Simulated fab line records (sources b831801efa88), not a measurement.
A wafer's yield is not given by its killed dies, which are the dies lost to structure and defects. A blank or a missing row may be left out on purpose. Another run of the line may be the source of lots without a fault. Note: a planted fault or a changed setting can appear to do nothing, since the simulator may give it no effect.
Which of the tools did it?    flow sky130    11 lots, 32 wafers sampled, at 3 steps of a route of 708

== WHAT THE GAUGES SHOWED, per wafer ==
SKY_VIA2_RS_MEAS_22: a four-point-probe measurement.
lot   measured      on            VIA2_W_RS (ohm/sq)
L230  day 37 05:59  filmMetro-04  0.267 0.197 0.273
L231  day 37 07:20  filmMetro-04  0.197 0.270 0.274
L233  day 38 00:22  filmMetro-02  0.193 0.267
L240  day 40 06:05  filmMetro-04  0.272 0.275 0.272
L242  day 40 13:31  filmMetro-02  0.271 0.273 0.272
L245  day 41 10:47  filmMetro-02  0.279 0.274 0.274
L247  day 42 05:41  filmMetro-02  0.276 0.274 0.274
L248  day 42 08:40  filmMetro-04  0.270 0.263 0.267
L249  day 42 12:20  filmMetro-04  0.270 0.278 0.273
L250  day 42 19:49  filmMetro-04  0.268 0.274 0.269
L251  day 43 00:29  filmMetro-04  0.274 0.274 0.275

== TOOL THAT RAN EACH LOT (tool first, then ch and the chambers of the sampled wafers, then the start) ==
lot   SKY_METAL2_METAL_ETCH_19          SKY_VIA2_CVD_21
L230  rieMetal-03 ch 0,1, day 36 01:57  cvdW-01 ch 0,1, day 37 05:51
L231  rieMetal-01 ch 0,1, day 36 03:14  cvdW-01 ch 0,1, day 37 07:12
L233  rieMetal-03 ch 1, day 36 20:04    cvdW-01 ch 0, day 38 00:13
L240  rieMetal-01 ch 0,1, day 39 02:16  cvdW-02 ch 0,1, day 40 05:56
L242  rieMetal-04 ch 0,1, day 39 10:38  cvdW-02 ch 0,1, day 40 13:23
L245  rieMetal-04 ch 0,1, day 40 08:35  cvdW-01 ch 0,1, day 41 10:40
L247  rieMetal-03 ch 0, day 41 03:01    cvdW-02 ch 0,1, day 42 05:34
L248  rieMetal-04 ch 0,1, day 41 06:23  cvdW-01 ch 0,1, day 42 08:32
L249  rieMetal-01 ch 0,1, day 41 09:31  cvdW-02 ch 0,1, day 42 12:12
L250  rieMetal-04 ch 0,1, day 41 18:12  cvdW-01 ch 0,1, day 42 19:41
L251  rieMetal-03 ch 0,1, day 41 22:52  cvdW-02 ch 0,1, day 43 00:21
- SKY_METAL2_METAL_ETCH_19: etches the open film in Cl2/BCl3, stops on SiO2, target depth 360 nm, time 78 s.
- SKY_VIA2_CVD_21: deposits W, target thk 420 nm, time 126.4 s.

== THE ANSWER, worked out from the rows above alone ==
Rule: what is usual is taken from the lots themselves. Put in order of their means at a reading, lots are off if they are a third of the lots or fewer, leave a main group of 4 or more, and stand apart from it by a gap of 3 or more times the standard deviation of the main group's means; of several such gaps the widest counts. The tables above print the reading to a certain number of digits; a main group whose means all agree to those digits is not used. A lot without any number at a reading at which 4 lots or more have one is off too. Where the step has rows for the other lots, those lots are counted as sound.
Off: L230, L231, L233, at SKY_VIA2_RS_MEAS_22 (VIA2_W_RS). The main group: mean 0.273 ohm/sq, standard deviation 0.0027.
If a tool, at a process step before that reading, ran all the lots that are off and no sound lot after the first of them, it fits. Those tools and the gauges at SKY_VIA2_RS_MEAS_22 are tried in the same way. None of those tried fits.

== WHAT HAD BEEN PUT IN BY THE SIMULATOR ==
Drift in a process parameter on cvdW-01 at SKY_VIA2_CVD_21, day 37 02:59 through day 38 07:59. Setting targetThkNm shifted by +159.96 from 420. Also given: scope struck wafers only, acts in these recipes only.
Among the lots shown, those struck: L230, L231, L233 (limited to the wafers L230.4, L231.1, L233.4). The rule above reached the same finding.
